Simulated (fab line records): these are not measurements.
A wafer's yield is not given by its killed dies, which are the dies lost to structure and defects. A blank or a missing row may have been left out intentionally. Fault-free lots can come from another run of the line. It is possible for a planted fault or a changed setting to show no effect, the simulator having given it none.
A struck lot beside a sound one	flow sky130	15 out of 708 route steps
Sound: wafers L414.4, L414.5, L414.6. Struck: wafers L421.3, L421.6. (L421.5 of the same lot was not struck and is left out.) The cause comes at the end.
Each step with rows lists, per side, the tool, then ch with its chambers, then its first start. Under that, the readings that differ: sound wafers	struck wafers	difference of the means	sigmas: that difference in standard deviations of wafers without a fault.
alike: readings whose means differ by less than 2 such deviations, and words and numbers that are the same on both sides. not compared: withheld readings, readings that some wafer has no value for, bounds like >300 that may hide the same value, and numbers for which the record gives no deviation and whose values overlap.
A row with sigmas, a row that says differs or no value, or rows on one side alone: a step with any of these is where the two part. Non-overlapping numbers with no deviation appear without sigmas and do not part them. A reading that every wafer of one side lacks parts them only if that side has two wafers or more.

first, 4 steps without rows for these wafers: SKY_LI_CONTACT_SOFTBAKE_08 (time 90 s); SKY_LI_CONTACT_EXPOSE_09 (exposes mask LICM1, target cd 170 nm); SKY_LI_CONTACT_PEB_10; SKY_LI_CONTACT_DEVELOP_11 (develop time 60 s).
SKY_LI_CONTACT_CD_MEAS_12: the cd target is 170 nm.
  sound on cdSem-02, day 30 04:49; struck on cdSem-01, day 32 12:30
  alike: cdNm
SKY_LI_CONTACT_OVL_MEAS_13:
  sound on overlay-01, day 30 04:53; struck on overlay-01, day 32 12:35
  alike: LI_CONTACT_OVL
SKY_LI_CONTACT_ETCH_14: etches BARC in N2/H2, stops on SiO2, time 45.9 s, target depth 60 nm.
  sound on rieDiel-03 ch 0,1, day 30 04:55; struck on rieDiel-01 ch 0,3, day 32 12:37
  alike: drypumpMotorCurrentA, oesProductAu, throttleValvePct
  not compared: rfHoursCounterH
SKY_LI_CONTACT_ETCH_15: etches PSG in C4F8/O2/Ar, stops on Si, target depth 600 nm.
  sound on rieDiel-03 ch 0,1, day 30 04:57; struck on rieDiel-01 ch 0,3, day 32 12:40
  alike: oesProductAu
SKY_LI_CONTACT_STRIP_16: strips in O2/N2.
  sound on plasmaAsher-03 ch 0,1, day 30 05:04; struck on plasmaAsher-04 ch 0,1, day 32 12:47
  alike: drypumpMotorCurrentA, oesProductAu, stripTimeToEndpointS
  not compared: rfHoursCounterH
then, 2 steps without rows for these wafers: SKY_LI_CONTACT_CLEAN_17 (cleans in NMP, time 600 s); SKY_LI_CONTACT_PRE_CLEAN_18 (time 5.6 s).
SKY_LI_CONTACT_SPUTTER_19: material Ti, target thk 20 nm, time 106.37 s.
  sound on pvdSputter-03, day 30 05:20; struck on pvdSputter-01, day 32 13:04
  alike: throttleValvePct
SKY_LI_CONTACT_SPUTTER_20: material TiN, target thk 20 nm, time 80 s.
  sound on pvdSputter-03, day 30 05:24; struck on pvdSputter-01, day 32 13:08
reading	sound	struck	difference	sigmas
model.TiN_of_LI_CONTACT_SPUTTER_20.thkNm (nm)	20.32 20.4 20.55	17.81 18	-2.52	
  alike: throttleValvePct
SKY_LI_CONTACT_CVD_21: deposits W, target thk 400 nm, time 120.56 s.
  sound on cvdW-02 ch 1, day 30 05:35; struck on cvdW-01 ch 0,1, day 32 13:14
  alike: heaterPowerW
-- the record jumps here: 16 days lie between the struck wafers' starts before and after (it left off in module LI_CONTACT and takes up again in module PAD_OPEN, whose first step shown is number 708 of the route) --
SKY_PAD_OPEN_PROBE_99:
  sound on prober-01, day 46 14:06; struck on prober-02, day 48 04:19
  alike: killed_at_M0_to_M3, killed_at_M4_up, killedAtContacts, killedAtFrontEnd, killedAtOther, killedDies, killedOpen, killedShort

## WHERE THEY PART
Nowhere in this record.

WHY: what had been put in by the simulator
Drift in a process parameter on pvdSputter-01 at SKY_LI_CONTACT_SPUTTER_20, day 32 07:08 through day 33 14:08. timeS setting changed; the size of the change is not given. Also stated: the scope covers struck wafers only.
